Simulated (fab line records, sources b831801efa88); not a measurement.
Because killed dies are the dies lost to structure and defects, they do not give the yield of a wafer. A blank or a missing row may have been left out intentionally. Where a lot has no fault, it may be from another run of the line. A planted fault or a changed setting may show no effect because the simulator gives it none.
fab line records	flow sky130
[record] lots = 13	wafers = 39	last-day = 50
route steps=708 shown CONTACT@407 METAL1@437 PAD_OPEN@708
lots with no fault: from the same line, run without faults
start-h: hours from the record's opening day to when the first of the lot's shown wafers began	wait-h: time in hours since the lot's previous step	" identical to the entry in the row above	L1.1+2: a single row standing in for several wafers	- no value, or no start given	* or withheld: withheld	< > ~ a bound
route shown NAME@n: NAME is a module with steps in the file, n the number in the route of the first one	usual: mean/standard deviation taken from wafers without a fault	same: alike in all rows	chamber/n: place in a boat	sites: per-site readings	_std_site: how widely they spread, as a standard deviation	_edge_site: the outer-site mean with the inner-site mean subtracted	radius-mm: how far each site lies from the wafer's centre	mask NAME#n: copy n	behind: the last tool/chamber to shape the wafer	hold: reason for holding the lot/hours on hold/outcome of the hold	device: transistor that didn't switch, given as n, p or np	end of line: at the end of the route, the tests of the same wafers	a step given without rows: its recipe and nothing more	killed: dies that structure and defects cost at the first sort, which is not the same as the wafer's yield	map: shows each die of a wafer: x if killed, . if not, _ if none is there
set.NAME: the run value of the setting; set.NAME@STEP: its run value at that earlier step	model.NAME: the simulator's own value behind a step, which no gauge read
the route's steps for a sample of lots (tables are steps, rows are wafers)
services: from which hour (start-h, from the record's first day; less than 0 if before it) a tool's chamber was out of use, for how many hours, and why
[[steps]]
[step SKY_CONTACT_THK_MEAS_01]
[recipe] reads = Si3N4_of_CONTACT_CVD_00
[usual] CONTACT_CVD_00_THK = 75.1/0.91
lot.wafer	tool	chamber	start-h	wait-h	CONTACT_CVD_00_THK[nm]
L715.2	film-metro-03	-	717.78	-	74.6
L715.3	"	-	"	"	74.7
L715.4	"	-	"	"	75.2
L716.1	film-metro-04	-	735.49	-	74.6
L716.3	"	-	"	"	74.9
L716.5	"	-	"	"	76.4
L720.1	film-metro-04	-	759.64	-	74.3
L720.2	"	-	"	"	75.6
L720.5	"	-	"	"	75.9
L723.1	film-metro-03	-	787.92	-	74.0
L723.2	"	-	"	"	73.4
L723.6	"	-	"	"	74.2
L727.1	film-metro-03	-	808.58	-	74.2
L727.2	"	-	"	"	73.3
L727.5	"	-	"	"	74.9
L729.1	film-metro-03	-	832.74	-	75.2
L729.3	"	-	"	"	74.4
L729.6	"	-	"	"	76.3
L730.1	film-metro-04	-	850.04	-	74.4
L730.2	"	-	"	"	74.0
L730.4	"	-	"	"	75.7
L732.2	film-metro-04	-	850.90	-	75.4
L732.4	"	-	"	"	76.7
L732.5	"	-	"	"	76.6
L731.2	film-metro-04	-	852.20	-	74.7
L731.3	"	-	"	"	74.6
L731.4	"	-	"	"	76.1
L733.4	film-metro-04	-	855.07	-	75.9
L733.5	"	-	"	"	75.3
L733.6	"	-	"	"	74.9
L734.1	film-metro-01	-	868.39	-	73.9
L734.5	"	-	"	"	74.9
L734.6	"	-	"	"	74.0
L735.1	film-metro-04	-	875.52	-	74.8
L735.2	"	-	"	"	74.5
L735.4	"	-	"	"	75.3
L736.3	film-metro-04	-	881.10	-	73.3
L736.4	"	-	"	"	74.8
L736.5	"	-	"	"	74.7
[step SKY_METAL1_SPUTTER_03]
[recipe] material = Ti	target-thk-nm = 5	power-w = 3000	time-s = 3.3	chamber-pressure-pa = 0.4
[usual] cathode-dc-power-W = 3000.0/0.58	throttle-valve-pct = 30.0/0.9
lot.wafer	tool	chamber	start-h	wait-h	cathode-dc-power-W	throttle-valve-pct
L715.2	pvd-sputter-01	-	747.38	0.0	2999.5	28.8
L715.3	"	-	"	"	3000.1	28.8
L715.4	"	-	"	"	2999.9	29.9
L716.1	pvd-sputter-02	-	765.13	0.0	3000.0	28.1
L716.3	"	-	"	"	2999.5	30.1
L716.5	"	-	"	"	2999.1	29.9
L720.1	pvd-sputter-02	-	788.97	0.0	2999.2	28.5
L720.2	"	-	"	"	2999.8	29.8
L720.5	"	-	"	"	3274.2	29.9
L723.1	pvd-sputter-02	-	817.26	0.0	3000.2	30.8
L723.2	"	-	"	"	3273.2	30.1
L723.6	"	-	"	"	3000.3	30.7
L727.1	pvd-sputter-04	-	835.44	0.0	2999.8	30.6
L727.2	"	-	"	"	2999.1	29.8
L727.5	"	-	"	"	3001.0	29.8
L729.1	pvd-sputter-01	-	860.65	0.0	2999.9	28.8
L729.3	"	-	"	"	3000.5	30.0
L729.6	"	-	"	"	2999.6	28.8
L730.1	pvd-sputter-01	-	878.22	0.0	2999.8	29.0
L730.2	"	-	"	"	3000.2	30.2
L730.4	"	-	"	"	2999.6	30.2
L732.2	pvd-sputter-01	-	879.47	0.0	2999.9	29.9
L732.4	"	-	"	"	3000.7	28.9
L732.5	"	-	"	"	2999.1	28.8
L731.2	pvd-sputter-02	-	880.42	0.0	2999.2	29.9
L731.3	"	-	"	"	3001.0	30.1
L731.4	"	-	"	"	3000.0	30.5
L733.4	pvd-sputter-02	-	883.26	0.0	3000.7	30.2
L733.5	"	-	"	"	3000.9	30.2
L733.6	"	-	"	"	2998.6	29.5
L734.1	pvd-sputter-04	-	895.73	0.0	3000.8	31.1
L734.5	"	-	"	"	3000.1	29.6
L734.6	"	-	"	"	3000.3	29.6
L735.1	pvd-sputter-04	-	902.05	0.0	3001.2	29.8
L735.2	"	-	"	"	2999.8	31.1
L735.4	"	-	"	"	3000.7	29.7
L736.3	pvd-sputter-01	-	908.17	0.0	2999.7	30.0
L736.4	"	-	"	"	2999.2	28.7
L736.5	"	-	"	"	3001.6	28.9
[step SKY_METAL1_THK_MEAS_06]
[recipe] thk-meas-gauge = xrf	reads = AlCu_of_METAL1_SPUTTER_02
[usual] METAL1_ALCU_THK = 246.8/2.9
lot.wafer	tool	chamber	start-h	wait-h	METAL1_ALCU_THK[nm]
L715.2	film-metro-02	-	747.58	0.1	247.1
L715.3	"	-	"	"	247.0
L715.4	"	-	"	"	247.4
L716.1	film-metro-04	-	765.32	0.1	250.0
L716.3	"	-	"	"	250.1
L716.5	"	-	"	"	250.2
L720.1	film-metro-02	-	789.16	0.1	245.5
L720.2	"	-	"	"	248.1
L720.5	"	-	"	"	249.2
L723.1	film-metro-01	-	817.44	0.1	252.6
L723.2	"	-	"	"	250.2
L723.6	"	-	"	"	249.7
L727.1	film-metro-02	-	835.63	0.1	246.6
L727.2	"	-	"	"	246.6
L727.5	"	-	"	"	243.6
L729.1	film-metro-04	-	860.84	0.1	244.7
L729.3	"	-	"	"	245.1
L729.6	"	-	"	"	246.7
L730.1	film-metro-01	-	878.40	0.1	245.9
L730.2	"	-	"	"	249.3
L730.4	"	-	"	"	247.6
L732.2	film-metro-04	-	879.66	0.1	244.1
L732.4	"	-	"	"	243.2
L732.5	"	-	"	"	247.9
L731.2	film-metro-04	-	880.61	0.1	250.6
L731.3	"	-	"	"	250.2
L731.4	"	-	"	"	252.1
L733.4	film-metro-04	-	883.48	0.1	248.4
L733.5	"	-	"	"	248.0
L733.6	"	-	"	"	249.3
L734.1	film-metro-02	-	895.91	0.1	241.1
L734.5	"	-	"	"	241.5
L734.6	"	-	"	"	241.6
L735.1	film-metro-04	-	902.24	0.1	246.5
L735.2	"	-	"	"	243.5
L735.4	"	-	"	"	245.7
L736.3	film-metro-02	-	908.38	0.1	243.0
L736.4	"	-	"	"	244.4
L736.5	"	-	"	"	244.2
[step SKY_METAL1_CD_MEAS_15]
[recipe] target-cd-nm = 140
[usual] cd-nm = 139.6/1.7
lot.wafer	tool	chamber	start-h	wait-h	cd-nm
L715.2	cd-sem-01	-	774.47	-	139.3
L715.3	"	-	"	"	139.7
L715.4	"	-	"	"	139.2
L716.1	cd-sem-01	-	792.70	-	140.7
L716.3	"	-	"	"	141.9
L716.5	"	-	"	"	143.7
L720.1	cd-sem-02	-	815.60	-	140.4
L720.2	"	-	"	"	139.6
L720.5	"	-	"	"	141.5
L723.1	cd-sem-01	-	842.38	-	140.2
L723.2	"	-	"	"	139.7
L723.6	"	-	"	"	140.5
L727.1	cd-sem-02	-	862.33	-	138.4
L727.2	"	-	"	"	140.1
L727.5	"	-	"	"	139.5
L729.1	cd-sem-02	-	885.65	-	141.9
L729.3	"	-	"	"	141.4
L729.6	"	-	"	"	142.7
L730.1	cd-sem-01	-	903.75	-	135.8
L730.2	"	-	"	"	137.0
L730.4	"	-	"	"	138.0
L732.2	cd-sem-02	-	904.67	-	138.7
L732.4	"	-	"	"	140.8
L732.5	"	-	"	"	140.7
L731.2	cd-sem-02	-	905.55	-	136.5
L731.3	"	-	"	"	137.6
L731.4	"	-	"	"	138.6
L733.4	cd-sem-01	-	908.71	-	137.7
L733.5	"	-	"	"	136.8
L733.6	"	-	"	"	137.4
L734.1	cd-sem-02	-	920.15	-	138.7
L734.5	"	-	"	"	138.1
L734.6	"	-	"	"	138.2
L735.1	cd-sem-01	-	926.13	-	138.3
L735.2	"	-	"	"	138.1
L735.4	"	-	"	"	138.4
L736.3	cd-sem-02	-	933.02	-	137.1
L736.4	"	-	"	"	138.1
L736.5	"	-	"	"	137.9
[step SKY_PAD_OPEN_PROBE_99]
[usual] defect-limited-yield = 82.0/2.1	killed_at_M0_to_M3 = 45/7	killed_at_M4_up = 3.4/1.8	killed-at-contacts = 24/5.4	killed-at-front-end = 16/4.8	killed-at-other = 0.4/0.62	killed-dies = 89/10	killed-open = 48/7.2	killed-short = 40/6.3	sort_bin_3_pad_short = 0.9/0.39	sort_bin_5_function = 10.7/1.5	sort_bin_6_memory = 6.4/1.1	sort-n-pass = 403/10	sort-yield-pct = 82.0/2.1
[same] gross-dies = 492	killed-at-back-side = 0	sort_bin_4_leakage[%] = 0	sort_bin_8_speed[%] = 0
lot.wafer	tool	chamber	start-h	wait-h	defect-limited-yield[%]	killed_at_M0_to_M3	killed_at_M4_up	killed-at-contacts	killed-at-front-end	killed-at-other	killed-dies	killed-open	killed-short	sort_bin_3_pad_short[%]	sort_bin_5_function[%]	sort_bin_6_memory[%]	sort-n-pass	sort-yield-pct[%]
L729.3	prober-02	-	1167.47	0.2	82.5	37	4	28	17	0	86	48	38	1.2	11.0	5.3	406	82.5
L729.6	prober-02	-	1167.62	0.2	82.7	40	3	23	18	1	85	47	38	0.4	10.2	6.7	407	82.7
L730.4	prober-01	-	1176.92	0.2	83.1	44	5	17	15	2	83	51	30	1.0	10.0	5.9	409	83.1
L732.2	prober-02	-	1178.01	0.1	85.2	40	2	21	9	1	73	43	30	1.0	8.7	5.1	419	85.2
L732.4	prober-02	-	1178.11	0.2	81.1	39	3	25	26	0	93	47	46	0.8	11.4	6.7	399	81.1
L732.5	prober-02	-	1178.16	0.2	84.8	45	4	19	7	0	75	37	38	0.4	8.7	6.1	417	84.8
L731.2	prober-01	-	1178.47	0.1	85.8	41	2	13	14	0	70	36	33	0.6	7.9	5.7	422	85.8
L731.3	prober-01	-	1178.52	0.2	81.9	50	3	22	14	0	89	51	37	0.6	11.6	5.9	403	81.9
L731.4	prober-01	-	1178.57	0.2	84.8	41	5	22	7	0	75	41	33	0.8	9.1	5.3	417	84.8
L733.4	prober-02	-	1180.89	0.2	81.5	49	2	25	14	1	91	48	43	0.6	11.2	6.7	401	81.5
L733.5	prober-02	-	1180.94	0.2	80.9	49	5	26	14	0	94	44	50	1.2	11.2	6.7	398	80.9
L733.6	prober-02	-	1180.99	0.2	81.9	48	3	26	11	1	89	39	50	1.4	11.0	5.7	403	81.9
L735.1	prober-02	-	1193.86	0.1	86.4	32	4	12	19	0	67	36	31	0.2	7.9	5.5	425	86.4
L735.2	prober-02	-	1193.91	0.1	83.1	35	4	31	11	2	83	40	41	0.6	10.8	5.5	409	83.1
L735.4	prober-02	-	1194.01	0.2	83.1	40	6	20	15	2	83	45	37	0.6	10.2	6.1	409	83.1
// killed by level:class
L729.3 CONTACT:geometric-particle:open=11 VIA1:geometric-particle:open=10 LI_CONTACT:geometric-particle:open=8 METAL3:geometric-particle:short=6 LI_CONTACT:geometric-particle:short=5 VIA3:geometric-particle:open=5 FIELD_ISO:geometric-particle:short=4 FIELD_ISO:geometric-particle:open=4
L729.6 LI_CONTACT:geometric-particle:open=10 VIA2:geometric-particle:open=8 POLY_GATE:geometric-particle:open=7 CONTACT:geometric-particle:open=7 VIA1:geometric-particle:open=6 METAL1:geometric-particle:short=6 METAL2:geometric-particle:short=6 VIA2:geometric-particle:short=5
L730.4 VIA1:geometric-particle:open=13 VIA2:geometric-particle:open=9 CONTACT:geometric-particle:open=8 VIA3:geometric-particle:open=5 METAL1:geometric-particle:short=5 POLY_GATE:geometric-particle:open=4 POLY_GATE:geometric-particle:short=4 LI_CONTACT:geometric-particle:open=3
L732.2 CONTACT:geometric-particle:open=11 VIA1:geometric-particle:open=8 VIA2:geometric-particle:open=7 METAL2:geometric-particle:short=6 VIA3:geometric-particle:open=5 LOCAL_INTERCONNECT:geometric-particle:short=4 METAL1:geometric-particle:short=4 VIA2:geometric-particle:short=4
L732.4 CONTACT:geometric-particle:open=10 FIELD_ISO:geometric-particle:short=9 VIA2:geometric-particle:open=8 POLY_GATE:geometric-particle:open=6 VIA1:geometric-particle:open=6 METAL1:geometric-particle:short=6 LI_CONTACT:geometric-particle:short=5 METAL2:geometric-particle:short=5
L732.5 METAL1:geometric-particle:short=9 CONTACT:geometric-particle:open=8 VIA1:geometric-particle:open=7 VIA1:geometric-particle:short=6 CONTACT:geometric-particle:short=5 VIA3:geometric-particle:open=5 FIELD_ISO:geometric-particle:open=4 METAL3:geometric-particle:short=4
L731.2 VIA1:geometric-particle:open=12 VIA2:geometric-particle:open=6 VIA3:geometric-particle:short=5 LI_CONTACT:geometric-particle:open=4 CONTACT:geometric-particle:open=4 METAL1:geometric-particle:short=4 FIELD_ISO:geometric-particle:open=3 POLY_GATE:geometric-particle:open=3
L731.3 VIA1:geometric-particle:open=12 CONTACT:geometric-particle:open=9 VIA2:geometric-particle:open=8 VIA1:geometric-particle:short=6 VIA3:geometric-particle:open=6 METAL2:geometric-particle:short=5 POLY_GATE:geometric-particle:open=4 POLY_GATE:geometric-particle:short=4
L731.4 VIA1:geometric-particle:open=17 CONTACT:geometric-particle:open=8 LOCAL_INTERCONNECT:geometric-particle:short=6 VIA1:geometric-particle:short=6 FIELD_ISO:geometric-particle:open=5 VIA3:geometric-particle:open=5 METAL4:geometric-particle:short=4 VIA3:geometric-particle:short=4
L733.4 FIELD_ISO:geometric-particle:open=8 METAL2:geometric-particle:short=8 VIA2:geometric-particle:open=8 LI_CONTACT:geometric-particle:open=7 LOCAL_INTERCONNECT:geometric-particle:short=6 VIA1:geometric-particle:open=6 VIA3:geometric-particle:open=6 CONTACT:geometric-particle:short=5
L733.5 METAL2:geometric-particle:short=9 VIA1:geometric-particle:open=8 LI_CONTACT:geometric-particle:open=7 CONTACT:geometric-particle:open=7 VIA2:geometric-particle:open=6 METAL3:geometric-particle:short=6 LOCAL_INTERCONNECT:geometric-particle:short=5 VIA1:geometric-particle:short=5
L733.6 CONTACT:geometric-particle:open=9 METAL2:geometric-particle:short=7 VIA1:geometric-particle:short=7 VIA1:geometric-particle:open=7 VIA2:geometric-particle:open=7 VIA3:geometric-particle:open=7 LI_CONTACT:geometric-particle:open=6 LOCAL_INTERCONNECT:geometric-particle:short=6
L735.1 VIA1:geometric-particle:open=9 VIA1:geometric-particle:short=5 FIELD_ISO:geometric-particle:open=4 POLY_GATE:geometric-particle:open=4 LOCAL_INTERCONNECT:geometric-particle:short=4 CONTACT:geometric-particle:open=4 METAL1:geometric-particle:open=4 METAL2:geometric-particle:short=4
L735.2 CONTACT:geometric-particle:open=8 LI_CONTACT:geometric-particle:open=7 VIA3:geometric-particle:open=7 LOCAL_INTERCONNECT:geometric-particle:short=6 CONTACT:geometric-particle:short=6 METAL2:geometric-particle:short=5 VIA2:geometric-particle:open=5 POLY_GATE:geometric-particle:open=4
L735.4 VIA3:geometric-particle:open=12 CONTACT:geometric-particle:open=8 VIA1:geometric-particle:open=7 POLY_GATE:geometric-particle:open=5 LI_CONTACT:geometric-particle:open=5 CONTACT:geometric-particle:short=4 METAL1:geometric-particle:short=4 VIA3:geometric-particle:short=4
[[services]]
tool	chamber	start-h	hours	kind
pvd-sputter-01	-	778.55	5.0	repair
pvd-sputter-02	-	842.51	5.4	repair
pvd-sputter-02	-	877.15	2.6	repair
pvd-sputter-02	-	887.45	5.4	repair
[[key]]
[first-sign] step = SKY_METAL1_SPUTTER_03	reading = cathode-dc-power-W	direction = up	sigmas = 99+	usual = 3000.0	struck = 3273.7
effect none on later readings
met-at SKY_METAL1_SPUTTER_03
struck-lots L720,L723
struck-wafers L720.5,L723.2
not-acting-at SKY_CONTACT_THK_MEAS_01,SKY_METAL1_THK_MEAS_06,SKY_METAL1_CD_MEAS_15
onset-between 765.13 788.97
[fault] kind = process-parameter-drift	tool = pvd-sputter-02	chamber = -	onset-h = 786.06	steps = SKY_METAL1_SPUTTER_03	channel = power-w	offset = *	shape = step	end-h = 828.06	acts-in = *	stated = *	scope = struck-wafers-only
